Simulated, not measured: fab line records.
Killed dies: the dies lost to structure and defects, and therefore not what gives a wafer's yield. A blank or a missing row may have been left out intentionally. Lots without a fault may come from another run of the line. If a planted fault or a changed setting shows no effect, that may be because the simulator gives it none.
2 desks, one fault | flow sky130 | what lay behind the numbers comes last; until then each desk has only its own

AT THE METROLOGY DESK
Lot by lot, what the gauges showed, no matter which tool ran the lot: averages of those sampled wafers that carry a number. The brackets show how far a lot's mean lies from the usual mean; more than 4 standard deviations puts the lot out of limits, marked OUT.
Columns: A = VIA3_OVL at SKY_VIA3_OVL_MEAS_13, usual 1 nm; B = VIA3_W_RS at SKY_VIA3_RS_MEAS_22, usual 0.292 ohm/sq; C = VIA3_W_THK at SKY_VIA3_THK_MEAS_23, usual 403 nm
lot  | first seen here | A  | B     | C
L621 | day 41 13:05    | 3  | 0.290 | 406
L627 | day 42 17:40    | 5  | 0.287 | 407
L632 | day 43 19:31    | -5 | 0.288 | 398
L634 | day 44 16:28    | -1 | 0.292 | 405
L639 | day 45 19:28    | 3  | 0.295 | 400
L640 | day 45 23:16    | 5  | 0.292 | 403
This desk's verdict: no lot among the 6 shows anything out of limits.

TOOL OWNER'S DESK, pvd sputter-02
The tool's own readings at SKY_METAL4_SPUTTER_00 (material Ti, target thk 15 nm, time 10 s): means of the sampled wafers that have a number, for each lot that ran on this tool. The brackets show how far a lot's mean lies from the usual mean; more than 4 standard deviations puts the lot out of limits, marked OUT.
Columns: A = throttle valve pct at SKY_METAL4_SPUTTER_00, usual 30.2 %
lot  | first seen here | A
L621 | day 41 14:29    | 30.1
L639 | day 45 20:52    | 29.7
L640 | day 46 00:40    | 29.7
This desk's verdict: no lot among the 3 shows anything out of limits.

ALL TOGETHER
The metrology desk saw nothing out of limits.
The tool owner's desk saw nothing out of limits.

WHAT HAD BEEN PUT IN BY THE SIMULATOR
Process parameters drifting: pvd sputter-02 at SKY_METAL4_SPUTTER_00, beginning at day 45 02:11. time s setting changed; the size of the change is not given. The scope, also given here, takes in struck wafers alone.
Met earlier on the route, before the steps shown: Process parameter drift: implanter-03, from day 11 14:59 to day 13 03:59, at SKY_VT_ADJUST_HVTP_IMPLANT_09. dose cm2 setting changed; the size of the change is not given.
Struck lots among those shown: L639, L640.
